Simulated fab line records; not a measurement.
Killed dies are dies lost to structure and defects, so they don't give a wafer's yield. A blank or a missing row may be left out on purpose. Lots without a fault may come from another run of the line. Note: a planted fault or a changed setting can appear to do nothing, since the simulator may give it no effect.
One fault seen from 2 desks / flow sky130 / each desk has only its own numbers; what lay behind them comes last

FROM THE METROLOGY DESK
What the gauges read for every lot (on any tool): the sampled wafers with a number, averaged. If a lot's mean is further than 4 standard deviations from the usual mean, the lot is out of limits and carries the mark OUT (the distance appears in the brackets).
Columns: A = POLY_GATE_CVD_03_THK at SKY_POLY_GATE_THK_MEAS_04, usual 75.1 nm; B = LDD_N_TW at SKY_LDD_N_TW_MEAS_17, usual 2547; C = CONTACT_HDPCVD_THK at SKY_CONTACT_THK_MEAS_03, usual 564 nm
lot=L847; first seen here=day 16 01:09; A=75.6; B=2567; C=570
lot=L848; first seen here=day 16 19:16; A=75.4; B=2552; C=564
lot=L849; first seen here=day 17 03:29; A=75.8; B=2554; C=569
lot=L852; first seen here=day 17 16:39; A=75.4; B=2567; C=570
lot=L851; first seen here=day 17 16:40; A=75.0; B=2561; C=561
lot=L855; first seen here=day 18 15:48; A=75.6; B=2539; C=563
lot=L857; first seen here=day 19 05:01; A=75.9; B=2512; C=556
lot=L863; first seen here=day 21 04:02; A=74.6; B=2560; C=549
lot=L862; first seen here=day 21 08:47; A=75.9; B=2538; C=551
lot=L865; first seen here=day 21 21:44; A=74.1; B=2509; C=542
lot=L866; first seen here=day 22 09:01; A=73.9; B=2544; C=561
This desk's verdict: no lot among the 11 shows anything out of limits.

DESK OF THE TOOL OWNER: hdpcvd-02
The tool's own readings at SKY_CONTACT_HDPCVD_02 (deposits SiO2, target thk 565 nm, time 94.2 s): means of the sampled wafers that have a number, for each lot that ran on this tool. If a lot's mean is further than 4 standard deviations from the usual mean, the lot is out of limits and carries the mark OUT (the distance appears in the brackets).
Columns: A = run length s at SKY_CONTACT_HDPCVD_02, usual 122.1 s; B = susceptor temp C at SKY_CONTACT_HDPCVD_02, usual 600.04 C
lot=L847; first seen here=day 31 03:22; A=122.4; B=600.08
lot=L849; first seen here=day 32 05:34; A=122.6; B=600.13
lot=L852; first seen here=day 32 15:24; A=121.9; B=599.69
lot=L855; first seen here=day 33 15:49; A=122.2; B=600.22
lot=L862; first seen here=day 35 21:41; A=119.4 (-4.6) OUT; B=600.54
lot=L865; first seen here=day 36 10:06; A=119.7 (-4.1) OUT; B=600.05
Finding of this desk: L862, L865 out of limits; the first was L862 at day 35 21:41, on run length s at SKY_CONTACT_HDPCVD_02. In limits: L847, L849, L852, L855.

BROUGHT TOGETHER
At day 35 21:41, on L862, L865, the tool owner's desk was in a position to raise an alarm.
Metrology desk: nothing out of limits seen.
The metrology desk has L862, L865 on record, within its limits.
SKY_CONTACT_HDPCVD_02 was run on hdpcvd-02 by each of the lots named.

WHAT WAS PUT IN BY THE SIMULATOR
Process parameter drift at SKY_CONTACT_HDPCVD_02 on hdpcvd-02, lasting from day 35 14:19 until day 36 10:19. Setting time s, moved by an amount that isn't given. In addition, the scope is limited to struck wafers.
Struck lots among those shown: L862, L865.
Delay in hours, fault start to first out-of-limits reading, by desk: the tool owner's desk at 7.
